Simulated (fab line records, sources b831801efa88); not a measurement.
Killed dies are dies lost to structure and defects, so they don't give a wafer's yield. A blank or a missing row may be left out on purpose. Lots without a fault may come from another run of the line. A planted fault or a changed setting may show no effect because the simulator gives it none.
Problem report in the 8D (eight disciplines) form, filled by code | flow gf180mcu | the parts of the form that need people (team, actions taken, sign-off) are left out

1. THE PROBLEM
cd_nm at GF_M3_CD_MEAS_14 reads a mean of 249.8 nm on 2 wafers of 1 lot; wafers without a fault read 279.9 nm with a standard deviation of 1.1. That is -27 standard deviations from the usual mean.
The step: target cd 280 nm.
First seen on wafer L606.2, day 26 23:37, on cd_sem-01. The record holds 36 wafers of 12 lots with a number at this step. Rule for "out", or "out of limits": more than 4 standard deviations from the usual mean. The other wafers with a number count as sound.

2. WHAT IT IS AND WHAT IT IS NOT
question                    | is                | is not
which readings at this step | cd_nm             | -
which lots                  | L606              | L590, L591, L592, L593, L594, L595, L596, L597, L608, L609, L613
which wafers of those lots  | L606.2, L606.4    | L606.5
read on which gauges        | cd_sem-01         | cd_sem-02
when                        | from day 26 23:37 | up to then (25 sound wafers); but 9 sound wafers of L608, L609, L613 came after

3. SUSPECTS, AND WHAT RULES EACH OUT
Counting: a tool at a process step up to the reading stays a suspect if it ran every lot that is out. Sound lots after the first of them don't rule it out here, since some wafers of a struck lot are sound.
- the gauge at GF_M3_CD_MEAS_14: kept. All the wafers that are out were read on cd_sem-01, and no step on other tools shows them out.
- cvd_w-02 at GF_V2_CVD_23 (deposits W, target thk 350 nm, time 104.94 s): kept. It ran the lot that is out, L606 (day 26 02:14); its last sound lot up to then is L597 (day 22 19:10).
- pvd_sputter-03 at GF_M3_SPUTTER_00 (material Ti, target thk 37.5 nm, time 150 s): kept. It ran the lot that is out, L606 (day 26 02:49); its last sound lot up to then is L597 (day 22 19:45).
- pvd_sputter-03 at GF_M3_SPUTTER_03 (material Ti, target thk 10 nm, time 6.7 s): kept. It ran the lot that is out, L606 (day 26 02:59); its last sound lot up to then is L597 (day 22 19:55).
- krf_scanner-01 at GF_M3_EXPOSE_11 (exposes mask Metal3, target cd 280 nm): kept. It ran the lot that is out, L606 (day 26 13:31); its last sound lot up to then is L597 (day 23 07:25).
- Within cvd_w-02 at GF_V2_CVD_23: the wafers that are out ran in chamber 1; their sound lot-mates ran in chamber 0.
Left after counting: cvd_w-02 at GF_V2_CVD_23, pvd_sputter-03 at GF_M3_SPUTTER_00, pvd_sputter-03 at GF_M3_SPUTTER_03, krf_scanner-01 at GF_M3_EXPOSE_11, cd_sem-01 at GF_M3_CD_MEAS_14.

4. THE CAUSE (what the simulator had put in)
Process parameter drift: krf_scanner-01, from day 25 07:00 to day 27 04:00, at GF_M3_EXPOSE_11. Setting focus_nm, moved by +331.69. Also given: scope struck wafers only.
Counting left 5 suspects, and this tool is among them.

5. THE CHAIN OF EFFECTS, in route order
Each row: a reading whose mean over the struck wafers that have a number lies more than 3 standard deviations from the usual. Only readings for which the record gives a usual standard deviation are gone through. hours: the time from each lot's start at the first step in this table that gives one to its start at this step, as a median over the lots. sigmas: the change in usual standard deviations.
hours | step             | reading | usual    | on struck wafers | change | sigmas
0     | GF_M3_CD_MEAS_14 | cd_nm   | 279.9 nm | 249.8            | -30.1  | -27

6. WHAT WOULD HAVE CAUGHT IT SOONER
In this record the first reading out of limits at a measuring or inspecting step was taken at day 26 23:37, 41 hours after the fault began at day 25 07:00.
Of the tool readings at GF_M3_EXPOSE_11 for which the record gives a usual standard deviation, none was out on any struck wafer, so an alarm limit of 4 standard deviations on them would not have fired.
All the lots that are out (1) had begun GF_M3_EXPOSE_11 on krf_scanner-01 by day 26 23:37. A hold on the tool at that time would have spared none of them.
